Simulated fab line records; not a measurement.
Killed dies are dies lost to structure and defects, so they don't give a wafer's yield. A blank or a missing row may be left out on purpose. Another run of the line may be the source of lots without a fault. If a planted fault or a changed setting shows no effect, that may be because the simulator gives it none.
Struck lot and sound lot, side by side ; flow sky130 ; 20 steps out of a route of 708
Sound: these wafers, L980.2, L980.3, L980.4. Wafers struck: L984.1, L984.2, L984.4. The cause is named last.
For every step that has rows: the tool of each side, followed by ch and its chambers, followed by its first start. Under that, the readings that differ: sound wafers ; struck wafers ; difference of the means ; sigmas: that difference in standard deviations of wafers without a fault.
alike: same words and numbers on both sides, and readings whose means sit less than 2 such deviations apart. not compared: any withheld reading, any reading some wafer has no value for, any bound like >300 that may hide the same value, and any number with overlapping values for which the record gives no deviation.
A row with sigmas, a row that says differs or no value, or rows on one side alone: a step with any of these is where the two part. When numbers do not overlap yet have no deviation, they are printed without sigmas and do not part them. Lack of a reading on every wafer of one side parts them only where that side has two or more wafers.

SKY_LDD_HVP_OVL_MEAS_07:
  sound on overlay-01, day 21 20:52; struck on overlay-02, day 24 08:40
  alike: LDD_HVP_OVL
then, 1 step without rows for these wafers: SKY_LDD_HVP_IMPLANT_08.
SKY_LDD_HVP_STRIP_09: strips in O2/N2.
  sound on plasma asher-01 ch 0,1, day 21 21:03; struck on plasma asher-01 ch 0,1, day 24 08:51
  alike: drypump motor current A, oes product au, strip time to endpoint s
  not compared: rf hours counter h
SKY_LDD_HVP_TW_MEAS_10:
  sound on film metro-04, day 21 21:10; struck on film metro-04, day 24 08:57
  alike: LDD_HVP_TW
then, 7 steps without rows for these wafers: SKY_LDD_LDN_DEHYDRATE_00 (time 60 s); SKY_LDD_LDN_HMDS_01 (prime time 60 s); SKY_LDD_LDN_COAT_02 (resist thk 1140 nm); SKY_LDD_LDN_SOFTBAKE_03 (time 60 s); SKY_LDD_LDN_EXPOSE_04 (exposes mask LDNTM, target cd 700 nm); SKY_LDD_LDN_PEB_05; SKY_LDD_LDN_DEVELOP_06 (develop time 60 s).
SKY_LDD_LDN_OVL_MEAS_07:
  sound on overlay-01, day 23 04:13; struck on overlay-02, day 25 14:28
reading;sound;struck;difference;sigmas
LDD_LDN_OVL (nm);1.0 3.3 1.9;-0.8 -0.7 -0.7;-2.8;-3
SKY_LDD_LDN_IMPLANT_08:
  sound on implanter-03 ch 0, day 23 04:16; struck on implanter-04 ch 0, day 25 14:30
reading;sound;struck;difference;sigmas
implant ion amu;75 75 75;49 49 49;-26;
model.implant.drp nm (nm);5.933 5.933 5.933;7.963 7.963 7.963;+2.030;
model.implant.rp nm (nm);12.82 12.82 12.82;14.42 14.42 14.42;+1.60;
then, 3 steps without rows for these wafers: SKY_LDD_LDN_IMPLANT_09; SKY_LDD_LDN_IMPLANT_10; SKY_LDD_LDN_IMPLANT_11.
SKY_LDD_LDN_STRIP_12: strips in O2/N2.
  sound on plasma asher-02 ch 0,1, day 23 04:51; struck on plasma asher-02 ch 0,1, day 25 15:06
  alike: drypump motor current A, oes product au, strip time to endpoint s
  not compared: rf hours counter h
SKY_LDD_LDN_TW_MEAS_13:
  sound on film metro-03, day 23 04:58; struck on film metro-02, day 25 15:12
reading;sound;struck;difference;sigmas
LDD_LDN_TW;1481 1479 1476;1395 1387 1392;-87;-9
then, 1 step without rows for these wafers: SKY_LDD_LDN_CLEAN_14 (cleans in SC1/SC2, time 150 s).
-- here the record skips 22 days between the struck wafers' starts before and after, leaving off in module LDD_LDN and picking up in module PAD_OPEN (first step shown: number 708 of the route) --
SKY_PAD_OPEN_PROBE_99:
  sound on prober-01, day 46 00:43; struck on prober-01, day 47 14:05
reading;sound;struck;difference;sigmas
model.etest.tip sonos.rs ohm sq;2714 2794 2685;9318 8908 9262;+6432;
model.etest.sonos uncharged.r on ohm um;815.7 802.7 800.5;954.3 918.6 911.1;+121.7;
model.etest.tip sonos.rs ohm sq range;37.78 51.31 41.25;172 90.99 96.42;+76;
model.etest.sonos erased.drive ua um;231.3 183.9 208.9;132.3 136.8 153.1;-67.3;
model.etest.sonos erased.vt v (V);-2.285 -2.275 -2.33;-1.852 -1.91 -1.956;+0.391;
model.etest.sonos uncharged.vt v (V);-0.4585 -0.4494 -0.4253;-0.0891 -0.1639 -0.1752;+0.3017;
model.etest.sonos baked.vt v (V);0.8936 0.9478 0.9739;1.22 1.211 1.223;+0.28;
  alike: killed_at_M0_to_M3, killed_at_M4_up, killed at contacts, killed at front end, killed at other, killed dies, killed open, killed short
  not compared: model.etest.tip sonos.rs ohm sq rim less centre

WHERE THEY PART
Last at SKY_LDD_LDN_TW_MEAS_13 as far as this record goes, first at SKY_LDD_LDN_OVL_MEAS_07. Later steps at which nothing parts them and some readings are alike: SKY_PAD_OPEN_PROBE_99.

WHY: whatever the simulator had introduced
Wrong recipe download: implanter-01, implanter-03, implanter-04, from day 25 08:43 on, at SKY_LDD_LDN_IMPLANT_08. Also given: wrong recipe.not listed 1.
